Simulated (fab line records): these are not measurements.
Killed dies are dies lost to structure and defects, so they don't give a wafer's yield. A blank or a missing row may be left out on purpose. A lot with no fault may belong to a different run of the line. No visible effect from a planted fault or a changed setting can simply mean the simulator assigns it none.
Commonality check across tools	flow sky130	Sample size 12 lots and 36 wafers

== WHY IT WAS OPENED ==
At SKY_CONTACT_THK_MEAS_03 the reading CONTACT_HDPCVD_THK is flagged on 2 of 12 lots. No-fault wafers: 570 nm, standard deviation 6.6.
Rule: a lot is flagged when every wafer of it that has a number lies more than 4 standard deviations from that mean, or none has a number. The other lots count as sound.

lot	measured	on	CONTACT_HDPCVD_THK (nm), wafer by wafer	flag
L754	day 30 10:06	filmMetro-01	571 575 570	
L755	day 31 06:50	filmMetro-02	573 571 570	
L756	day 31 12:59	filmMetro-01	567 577 566	
L757	day 32 05:08	filmMetro-02	561 577 562	
L759	day 32 08:26	filmMetro-01	565 562 564	
L758	day 32 12:15	filmMetro-01	578 570 563	
L760	day 33 00:11	filmMetro-02	567 578 564	
L763	day 34 03:02	filmMetro-02	566 568 572	
L767	day 35 16:12	filmMetro-01	665 687 683	FLAGGED
L768	day 35 23:55	filmMetro-01	688 682 686	FLAGGED
L770	day 36 16:55	filmMetro-02	567 565 574	
L772	day 37 13:10	filmMetro-01	569 564 569	
On average the flagged lots' numbers are 682 nm, which is +112 nm against the usual, or +17 standard deviations.

== TOOL THAT RAN EACH LOT ==
2 process steps preceding the reading are held in the record, out of 708 steps in the route. Read each cell as the tool, then ch plus the chambers that the sampled wafers visited, then the start.
lot	flag	SKY_LI_CONTACT_ETCH_15	SKY_CONTACT_HDPCVD_02
L754		rieDiel-04 ch 1,2,3, day 29 03:13	hdpcvd-01 ch 0,2, day 30 10:02
L755		rieDiel-01 ch 0,2, day 30 00:26	hdpcvd-02 ch 1,2, day 31 06:46
L756		rieDiel-01 ch 0,2, day 30 06:40	hdpcvd-02 ch 0,1,2, day 31 12:56
L757		rieDiel-01 ch 0,2,3, day 30 22:58	hdpcvd-02 ch 0,2, day 32 05:02
L759		rieDiel-04 ch 0,1,2, day 31 02:49	hdpcvd-01 ch 0,1, day 32 08:22
L758		rieDiel-01 ch 0,2, day 31 05:57	hdpcvd-01 ch 0,1,2, day 32 12:10
L760		rieDiel-03 ch 0,1,3, day 31 18:10	hdpcvd-01 ch 0,1,2, day 33 00:06
L763		rieDiel-04 ch 1,2,3, day 32 21:37	hdpcvd-01 ch 0,2, day 34 02:55
L767	FLAGGED	rieDiel-04 ch 0,1,3, day 34 11:25	hdpcvd-02 ch 0,1,2, day 35 16:08
L768	FLAGGED	rieDiel-01 ch 0,3, day 34 19:05	hdpcvd-02 ch 1,2, day 35 23:50
L770		rieDiel-01 ch 0,3, day 35 12:04	hdpcvd-01 ch 0,2, day 36 16:50
L772		rieDiel-04 ch 1,2, day 36 08:49	hdpcvd-01 ch 0,1, day 37 13:06
What the steps here do:
- SKY_LI_CONTACT_ETCH_15: etches PSG in C4F8/O2/Ar, stops on Si, target depth 600 nm.
- SKY_CONTACT_HDPCVD_02: deposits SiO2, target thk 565 nm, time 94.2 s.
- SKY_CONTACT_THK_MEAS_03

== FLAGGED OVER TOTAL, TOOL BY TOOL (the gauges that took the reading come last) ==
step	tool	lots run	flagged	share of the flagged lots	sound lots run after its first flagged lot
SKY_LI_CONTACT_ETCH_15	rieDiel-01	6	1	some	1 (L770)
SKY_LI_CONTACT_ETCH_15	rieDiel-03	1	0	none	-
SKY_LI_CONTACT_ETCH_15	rieDiel-04	5	1	some	1 (L772)
SKY_CONTACT_HDPCVD_02	hdpcvd-01	7	0	none	-
SKY_CONTACT_HDPCVD_02	hdpcvd-02	5	2	all	0
SKY_CONTACT_THK_MEAS_03	filmMetro-01	7	2	all	1 (L772)
SKY_CONTACT_THK_MEAS_03	filmMetro-02	5	0	none	-

== WHAT THE TABLE PERMITS ==
Every flagged lot went through 2 rows of the table: hdpcvd-02 at SKY_CONTACT_HDPCVD_02 and filmMetro-01 at SKY_CONTACT_THK_MEAS_03.
- hdpcvd-02 at SKY_CONTACT_HDPCVD_02: 2 of its 5 lots flagged. A fault beginning between L757 (day 32 05:02), its last sound lot, and L767 (day 35 16:08), its first flagged one, fits the data. Its own readings lie more than 4 standard deviations out on every wafer of the flagged lots: sih4FlowSccm.
- filmMetro-01 at SKY_CONTACT_THK_MEAS_03: 2 of its 7 lots flagged. Sound lots ran on it after the first flagged one (L772), which a lasting fault on the whole tool wouldn't allow.
One tool is left: hdpcvd-02 at SKY_CONTACT_HDPCVD_02.

== WHAT THE SIMULATOR HAD INSERTED ==
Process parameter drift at SKY_CONTACT_HDPCVD_02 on hdpcvd-02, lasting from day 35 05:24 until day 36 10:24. From 60, the setting sih4FlowSccm moved by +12. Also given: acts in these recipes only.
Lots struck among those shown: L767, L768. The rule above reached the same finding.
